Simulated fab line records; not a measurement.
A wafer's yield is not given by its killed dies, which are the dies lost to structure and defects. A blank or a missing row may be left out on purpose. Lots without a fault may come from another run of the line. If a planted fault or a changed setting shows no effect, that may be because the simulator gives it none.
A lot that was struck, set against a sound lot    flow gf180mcu    14 steps out of a route of 602
Sound: these wafers, L284.2, L284.3, L284.5. Struck: wafers L289.1, L289.4, L289.5. Last of all comes the cause.
At each step with rows: each side's tool, then ch and its chambers, then its first start. Under that, the readings that differ: sound wafers    struck wafers    difference of the means    sigmas: that difference in standard deviations of wafers without a fault.
alike: readings whose means differ by less than 2 such deviations, and words and numbers that are the same on both sides. not compared: withheld readings, readings that some wafer has no value for, bounds like >300 that may hide the same value, and numbers for which the record gives no deviation and whose values overlap.
A row with sigmas, a row that says differs or no value, or rows on one side alone: a step with any of these is where the two part. Non-overlapping numbers with no deviation appear without sigmas and do not part them. A reading that every wafer of one side lacks parts them only if that side has two wafers or more.

first, 3 steps without rows for these wafers: GF_MVPSD_EXPOSE_04 (exposes mask MVPSD, target cd 1000 nm); GF_MVPSD_PEB_05; GF_MVPSD_DEVELOP_06 (develop time 60 s).
GF_MVPSD_OVL_MEAS_07:
  sound on overlay-02, day 6 22:27; struck on overlay-02, day 8 06:03
reading         sound        struck          difference  sigmas
MVPSD_OVL (nm)  3.0 2.0 0.5  -3.6 -4.2 -2.7  -5.3        -4
then, 2 steps without rows for these wafers: GF_MVPSD_IMPLANT_08; GF_MVPSD_IMPLANT_09.
GF_MVPSD_STRIP_10: strips in O2/N2.
  sound on plasma_asher-02 ch 0,1, day 6 22:47; struck on plasma_asher-02 ch 1, day 8 06:23
  alike: drypump_motor_current_A, heater_power_w, oes_product_au, strip_time_to_endpoint_s
  not compared: rf_hours_counter_h
GF_MVPSD_TW_MEAS_11:
  sound on film_metro-02, day 6 22:53; struck on film_metro-03, day 8 06:29
  alike: MVPSD_TW
then, 4 steps without rows for these wafers: GF_VT_IMPLANT_DEHYDRATE_00 (time 60 s); GF_VT_IMPLANT_HMDS_01 (prime time 60 s); GF_VT_IMPLANT_COAT_02 (resist thk 1000 nm); GF_VT_IMPLANT_SOFTBAKE_03 (time 60 s).
GF_VT_IMPLANT_EXPOSE_04: exposes mask LVPWELL LV AREA, target cd 600 nm.
  struck on iline_stepper-01, day 8 14:43; sound on iline_stepper-02 ch 0, day 7 07:07
  no value came back on the struck wafers for exposure_dose_mJ_cm2, focus_offset_nm (nm), sigma_outer; on the sound wafers exposure_dose_mJ_cm2 reads 140.05 139.97 140.18
  alike: mask
next, for these wafers, 1 step has no rows: GF_VT_IMPLANT_PEB_05.

== WHERE THEY PART ==
Last at GF_VT_IMPLANT_EXPOSE_04 as far as this record goes, first at GF_MVPSD_OVL_MEAS_07.

WHY: whatever the simulator had introduced
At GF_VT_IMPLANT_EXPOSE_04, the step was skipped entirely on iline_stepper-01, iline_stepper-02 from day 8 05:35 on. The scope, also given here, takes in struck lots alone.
